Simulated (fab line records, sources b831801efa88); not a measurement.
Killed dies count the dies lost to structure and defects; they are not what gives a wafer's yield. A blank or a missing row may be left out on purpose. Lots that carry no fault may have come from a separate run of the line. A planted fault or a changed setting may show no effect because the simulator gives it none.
fab line records ; flow gf180mcu
[record] lots = 14; wafers = 42; last_day = 34
route steps=602 shown HV_LDD@208 SALICIDE@280
lots with no fault: from the same line, run without faults
start_h: the number of hours between the record's first day and the start of the first shown wafer of the lot ; wait_h: time in hours since the lot's previous step ; " identical to the entry in the row above ; L1.1+2: a single row standing in for several wafers ; - no value, or no start was given ; * or withheld: withheld ; < > ~ a bound
route shown NAME@n: NAME is a module with steps in the file, n the number in the route of the first one ; usual: the fault-free wafers' mean and standard deviation ; same: alike in all rows ; chamber/n: place in a boat ; sites: per-site readings ; _std_site: the values' standard deviation ; _edge_site: outer sites' mean less inner sites' ; radius_mm: for every site, how far away it sits from the centre of the wafer ; mask NAME#n: copy n ; behind: the last tool/chamber to shape the wafer ; hold: cause of the lot's hold/its duration in hours/its outcome ; device: the transistor (n, p or np) that didn't switch ; end of line: tests run on the same wafers once the route is complete ; a step given without rows: its recipe and nothing more ; killed: at the first sort, the dies lost to defects and structure; wafer yield is something else ; map: the dies of a wafer, with x for killed, . for not killed, _ for no die there
set.NAME: the setting as run; set.NAME@STEP: as run at that earlier step ; model.NAME: the simulator's own value behind a step, which no gauge read
route steps across a sampled set of lots; one table per step, one row per wafer
services: a tool's chamber out of use, with start hour (start_h, from the record's first day; less than 0 if before it), hours out, and reason
[[steps]]
[step GF_HV_LDD_OVL_MEAS_32]
[usual] HV_LDD_02_OVL = -1.2/1.4
lot.wafer;tool;chamber;start_h;wait_h;HV_LDD_02_OVL[nm]
L368.2;overlay-01;-;247.44;0.1;-0.8
L368.3;overlay-01;-;247.44;0.1;-1.5
L368.5;overlay-01;-;247.44;0.1;-0.4
L371.1;overlay-02;-;270.73;0.1;0.8
L371.2;overlay-02;-;270.73;0.1;1.9
L371.4;overlay-02;-;270.73;0.1;0.7
L373.3;overlay-02;-;284.47;0.1;-1.8
L373.4;overlay-02;-;284.47;0.1;-1.8
L373.6;overlay-02;-;284.47;0.1;-3.2
L376.2;overlay-01;-;309.39;0.1;0.2
L376.3;overlay-01;-;309.39;0.1;1.7
L376.4;overlay-01;-;309.39;0.1;0.3
L375.2;overlay-01;-;312.86;0.1;-0.2
L375.5;overlay-01;-;312.86;0.1;-0.4
L375.6;overlay-01;-;312.86;0.1;-0.9
L378.1;overlay-02;-;346.40;0.1;-0.9
L378.2;overlay-02;-;346.40;0.1;-2.4
L378.4;overlay-02;-;346.40;0.1;-1.7
L379.1;overlay-02;-;357.50;0.1;-1.8
L379.2;overlay-02;-;357.50;0.1;-3.2
L379.6;overlay-02;-;357.50;0.1;-3.0
L381.1;overlay-01;-;359.58;0.1;-3.1
L381.3;overlay-01;-;359.58;0.1;-1.0
L381.6;overlay-01;-;359.58;0.1;-1.4
L380.2;overlay-02;-;361.44;0.1;0.5
L380.5;overlay-02;-;361.44;0.1;1.0
L380.6;overlay-02;-;361.44;0.1;0.3
L383.1;overlay-02;-;379.59;0.1;-0.8
L383.3;overlay-02;-;379.59;0.1;-0.4
L383.6;overlay-02;-;379.59;0.1;-1.7
L388.1;overlay-02;-;405.98;0.1;-3.7
L388.2;overlay-02;-;405.98;0.1;-2.9
L388.5;overlay-02;-;405.98;0.1;-2.7
L387.1;overlay-01;-;411.83;0.1;-0.6
L387.3;overlay-01;-;411.83;0.1;0.3
L387.4;overlay-01;-;411.83;0.1;-1.6
L389.1;overlay-01;-;419.35;0.1;-1.7
L389.4;overlay-01;-;419.35;0.1;-3.0
L389.6;overlay-01;-;419.35;0.1;-2.3
L391.3;overlay-02;-;432.89;0.1;-0.3
L391.5;overlay-02;-;432.89;0.1;1.2
L391.6;overlay-02;-;432.89;0.1;-1.8
[step GF_HV_LDD_TW_MEAS_50]
[usual] HV_LDD_4_TW = 569/3.2
lot.wafer;tool;chamber;start_h;wait_h;HV_LDD_4_TW
L368.2;film_metro-04;-;266.75;0.1;570
L368.3;film_metro-04;-;266.75;0.1;573
L368.5;film_metro-04;-;266.75;0.1;569
L371.1;film_metro-04;-;291.44;0.1;566
L371.2;film_metro-04;-;291.44;0.1;568
L371.4;film_metro-04;-;291.44;0.1;572
L373.3;film_metro-02;-;304.84;0.1;562
L373.4;film_metro-02;-;304.84;0.1;566
L373.6;film_metro-02;-;304.84;0.1;566
L376.2;film_metro-03;-;331.02;0.1;568
L376.3;film_metro-03;-;331.02;0.1;572
L376.4;film_metro-03;-;331.02;0.1;572
L375.2;film_metro-04;-;334.68;0.1;570
L375.5;film_metro-04;-;334.68;0.1;573
L375.6;film_metro-04;-;334.68;0.1;569
L378.1;film_metro-03;-;369.47;0.1;573
L378.2;film_metro-03;-;369.47;0.1;572
L378.4;film_metro-03;-;369.47;0.1;573
L379.1;film_metro-03;-;380.77;0.1;570
L379.2;film_metro-03;-;380.77;0.1;573
L379.6;film_metro-03;-;380.77;0.1;570
L381.1;film_metro-03;-;382.79;0.1;570
L381.3;film_metro-03;-;382.79;0.1;573
L381.6;film_metro-03;-;382.79;0.1;573
L380.2;film_metro-02;-;385.20;0.1;566
L380.5;film_metro-02;-;385.20;0.1;563
L380.6;film_metro-02;-;385.20;0.1;564
L383.1;film_metro-04;-;403.53;0.1;567
L383.3;film_metro-04;-;403.53;0.1;570
L383.6;film_metro-04;-;403.53;0.1;572
L388.1;film_metro-04;-;429.69;0.1;565
L388.2;film_metro-04;-;429.69;0.1;568
L388.5;film_metro-04;-;429.69;0.1;571
L387.1;film_metro-02;-;436.19;0.1;563
L387.3;film_metro-02;-;436.19;0.1;563
L387.4;film_metro-02;-;436.19;0.1;566
L389.1;film_metro-03;-;444.72;0.1;570
L389.4;film_metro-03;-;444.72;0.1;567
L389.6;film_metro-03;-;444.72;0.1;569
L391.3;film_metro-03;-;457.74;0.1;570
L391.5;film_metro-03;-;457.74;0.1;570
L391.6;film_metro-03;-;457.74;0.1;572
[step GF_SALICIDE_SPUTTER_02]
[recipe] material = Co; target_thk_nm = 10; power_w = 1000; time_s = 20; chamber_pressure_pa = 0.4
[usual] throttle_valve_pct = 29.6/0.94
lot.wafer;tool;chamber;start_h;wait_h;throttle_valve_pct
L368.2;pvd_sputter-03;-;329.83;0.0;28.3
L368.3;pvd_sputter-03;-;329.83;0.0;30.5
L368.5;pvd_sputter-03;-;329.83;0.0;30.7
L371.1;pvd_sputter-03;-;358.53;0.0;29.3
L371.2;pvd_sputter-03;-;358.53;0.0;30.7
L371.4;pvd_sputter-03;-;358.53;0.0;28.9
L373.3;pvd_sputter-02;-;372.42;0.0;30.8
L373.4;pvd_sputter-02;-;372.42;0.0;28.9
L373.6;pvd_sputter-02;-;372.42;0.0;30.2
L376.2;pvd_sputter-03;-;402.91;0.0;28.2
L376.3;pvd_sputter-03;-;402.91;0.0;29.6
L376.4;pvd_sputter-03;-;402.91;0.0;30.7
L375.2;pvd_sputter-01;-;406.14;0.0;30.7
L375.5;pvd_sputter-01;-;406.14;0.0;30.8
L375.6;pvd_sputter-01;-;406.14;0.0;28.9
L378.1;pvd_sputter-02;-;444.48;0.0;28.6
L378.2;pvd_sputter-02;-;444.48;0.0;30.9
L378.4;pvd_sputter-02;-;444.48;0.0;30.0
L379.1;pvd_sputter-02;-;455.66;0.0;28.7
L379.2;pvd_sputter-02;-;455.66;0.0;30.3
L379.6;pvd_sputter-02;-;455.66;0.0;28.8
L381.1;pvd_sputter-01;-;458.69;0.0;29.8
L381.3;pvd_sputter-01;-;458.69;0.0;31.1
L381.6;pvd_sputter-01;-;458.69;0.0;30.7
L380.2;pvd_sputter-02;-;460.73;0.0;28.6
L380.5;pvd_sputter-02;-;460.73;0.0;29.9
L380.6;pvd_sputter-02;-;460.73;0.0;28.5
L383.1;pvd_sputter-01;-;478.52;0.0;28.4
L383.3;pvd_sputter-01;-;478.52;0.0;29.9
L383.6;pvd_sputter-01;-;478.52;0.0;28.9
L388.1;pvd_sputter-01;-;505.13;0.0;30.6
L388.2;pvd_sputter-01;-;505.13;0.0;30.6
L388.5;pvd_sputter-01;-;505.13;0.0;29.0
L387.1;pvd_sputter-02;-;512.18;0.0;28.6
L387.3;pvd_sputter-02;-;512.18;0.0;28.4
L387.4;pvd_sputter-02;-;512.18;0.0;30.1
L389.1;pvd_sputter-01;-;520.13;0.0;30.6
L389.4;pvd_sputter-01;-;520.13;0.0;30.8
L389.6;pvd_sputter-01;-;520.13;0.0;28.7
L391.3;pvd_sputter-02;-;532.53;0.0;30.5
L391.5;pvd_sputter-02;-;532.53;0.0;30.9
L391.6;pvd_sputter-02;-;532.53;0.0;28.8
[step GF_SALICIDE_RS_MEAS_04]
[recipe] thk_meas_gauge = four-point-probe; reads = TiN_of_SALICIDE_SPUTTER_03+Co_of_SALICIDE_SPUTTER_02
[usual] SALICIDE_TIN_RS = 16.32/0.29
lot.wafer;tool;chamber;start_h;wait_h;SALICIDE_TIN_RS[ohm/sq]
L368.2;film_metro-04;-;329.91;0.0;16.09
L368.3;film_metro-04;-;329.91;0.0;16.16
L368.5;film_metro-04;-;329.91;0.0;16.49
L371.1;film_metro-01;-;358.58;0.0;16.48
L371.2;film_metro-01;-;358.58;0.0;16.62
L371.4;film_metro-01;-;358.58;0.0;16.84
L373.3;film_metro-02;-;372.52;0.1;16.09
L373.4;film_metro-02;-;372.52;0.1;16.12
L373.6;film_metro-02;-;372.52;0.1;16.20
L376.2;film_metro-01;-;402.98;0.0;16.13
L376.3;film_metro-01;-;402.98;0.0;16.57
L376.4;film_metro-01;-;402.98;0.0;16.42
L375.2;film_metro-02;-;406.21;0.0;16.46
L375.5;film_metro-02;-;406.21;0.0;16.10
L375.6;film_metro-02;-;406.21;0.0;16.11
L378.1;film_metro-04;-;444.54;0.0;16.48
L378.2;film_metro-04;-;444.54;0.0;16.44
L378.4;film_metro-04;-;444.54;0.0;16.41
L379.1;film_metro-02;-;455.71;0.0;16.54
L379.2;film_metro-02;-;455.71;0.0;16.32
L379.6;film_metro-02;-;455.71;0.0;16.58
L381.1;film_metro-02;-;458.74;0.0;16.68
L381.3;film_metro-02;-;458.74;0.0;16.74
L381.6;film_metro-02;-;458.74;0.0;17.00
L380.2;film_metro-01;-;460.80;0.0;16.21
L380.5;film_metro-01;-;460.80;0.0;16.14
L380.6;film_metro-01;-;460.80;0.0;16.09
L383.1;film_metro-02;-;478.57;0.0;15.78
L383.3;film_metro-02;-;478.57;0.0;15.94
L383.6;film_metro-02;-;478.57;0.0;15.80
L388.1;film_metro-01;-;505.19;0.0;19.13
L388.2;film_metro-01;-;505.19;0.0;18.76
L388.5;film_metro-01;-;505.19;0.0;18.46
L387.1;film_metro-01;-;512.24;0.0;16.42
L387.3;film_metro-01;-;512.24;0.0;16.11
L387.4;film_metro-01;-;512.24;0.0;16.25
L389.1;film_metro-04;-;520.18;0.0;18.93
L389.4;film_metro-04;-;520.18;0.0;18.68
L389.6;film_metro-04;-;520.18;0.0;18.54
L391.3;film_metro-02;-;532.63;0.1;15.93
L391.5;film_metro-02;-;532.63;0.1;15.97
L391.6;film_metro-02;-;532.63;0.1;16.05
[step GF_SALICIDE_RTA_08]
[recipe] temp_c = 800; time_s = 30; ambient = N2
[usual] lamp_power_pct = 18/3.1; wafer_temp_C_max = 804.3/1.2
lot.wafer;tool;chamber;start_h;wait_h;lamp_power_pct;wafer_temp_C_max
L368.2;rtp_anneal-02;0;330.27;0.0;21;803.0
L368.3;rtp_anneal-02;0;330.27;0.0;21;804.1
L368.5;rtp_anneal-02;0;330.27;0.0;21;803.8
L371.1;rtp_anneal-01;0;358.95;0.0;14;804.5
L371.2;rtp_anneal-01;0;358.95;0.0;14;804.9
L371.4;rtp_anneal-01;0;358.95;0.0;14;805.5
L373.3;rtp_anneal-01;0;372.89;0.0;14;805.3
L373.4;rtp_anneal-01;0;372.89;0.0;14;804.6
L373.6;rtp_anneal-01;0;372.89;0.0;14;804.4
L376.2;rtp_anneal-02;0;403.35;0.0;21;803.8
L376.3;rtp_anneal-02;0;403.35;0.0;21;803.1
L376.4;rtp_anneal-02;0;403.35;0.0;21;803.6
L375.2;rtp_anneal-01;0;406.58;0.0;14;807.0
L375.5;rtp_anneal-01;0;406.58;0.0;14;804.5
L375.6;rtp_anneal-01;0;406.58;0.0;14;806.8
L378.1;rtp_anneal-01;0;444.92;0.0;14;805.7
L378.2;rtp_anneal-01;0;444.92;0.0;14;805.4
L378.4;rtp_anneal-01;0;444.92;0.0;14;805.0
L379.1;rtp_anneal-01;0;456.09;0.0;14;805.2
L379.2;rtp_anneal-01;0;456.09;0.0;14;806.3
L379.6;rtp_anneal-01;0;456.09;0.0;14;804.5
L381.1;rtp_anneal-02;0;459.12;0.0;21;804.0
L381.3;rtp_anneal-02;0;459.12;0.0;21;803.4
L381.6;rtp_anneal-02;0;459.12;0.0;21;803.7
L380.2;rtp_anneal-02;0;461.18;0.0;21;803.4
L380.5;rtp_anneal-02;0;461.18;0.0;21;802.6
L380.6;rtp_anneal-02;0;461.18;0.0;21;803.4
L383.1;rtp_anneal-01;0;478.94;0.0;14;805.0
L383.3;rtp_anneal-01;0;478.94;0.0;14;804.4
L383.6;rtp_anneal-01;0;478.94;0.0;14;803.8
L388.1;rtp_anneal-02;0;505.56;0.0;21;803.6
L388.2;rtp_anneal-02;0;505.56;0.0;21;803.1
L388.5;rtp_anneal-02;0;505.56;0.0;21;802.5
L387.1;rtp_anneal-02;0;512.62;0.0;21;804.3
L387.3;rtp_anneal-02;0;512.62;0.0;21;802.5
L387.4;rtp_anneal-02;0;512.62;0.0;21;802.3
L389.1;rtp_anneal-02;0;520.55;0.0;21;803.9
L389.4;rtp_anneal-02;0;520.55;0.0;21;803.9
L389.6;rtp_anneal-02;0;520.55;0.0;21;803.3
L391.3;rtp_anneal-02;0;532.99;0.0;21;803.6
L391.5;rtp_anneal-02;0;532.99;0.0;21;804.0
L391.6;rtp_anneal-02;0;532.99;0.0;21;804.5
[[services]]
tool;chamber;start_h;hours;kind
pvd_sputter-01;-;361.29;10.6;repair
pvd_sputter-02;3;363.29;-;consumable_replace:kit
pvd_sputter-02;3;363.29;18.0;scheduled_down
pvd_sputter-02;3;363.29;18.0;vent_cycle
pvd_sputter-03;-;395.73;5.3;repair
pvd_sputter-01;0;426.99;-;consumable_replace:kit
pvd_sputter-01;0;426.99;18.0;scheduled_down
pvd_sputter-01;0;426.99;18.0;vent_cycle
pvd_sputter-01;-;459.79;1.9;repair
pvd_sputter-02;-;478.38;1.3;repair
pvd_sputter-01;-;520.69;1.6;repair
[[key]]
[first_sign] step = GF_SALICIDE_RS_MEAS_04; reading = SALICIDE_TIN_RS; direction = up; sigmas = 8.5; usual = 16.32; struck = 18.75
effect none on later readings
met_at GF_SALICIDE_SPUTTER_02
struck_lots L388,L389
tester_left_out L388,L389
not_acting_at GF_HV_LDD_OVL_MEAS_32,GF_HV_LDD_TW_MEAS_50,GF_SALICIDE_RTA_08
onset_between 478.52 505.13
[fault] kind = site_profile_drift; tool = pvd_sputter-01; chamber = -; onset_h = 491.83; steps = GF_SALICIDE_SPUTTER_02; basis = fraction; max_abs_drift = 0.25309; slope_share_per_hr = 56.242; site_pattern = 0,0,0,0,0,-1,-1,-1,-1
// tester_left_out: of these lots the tester's yield and bins aren't shown, on N5 and GAA mostly nor the transistor test; their killed dies are dies lost to structure and defects alone, not to doping, threshold or leakage, so they don't give the yield
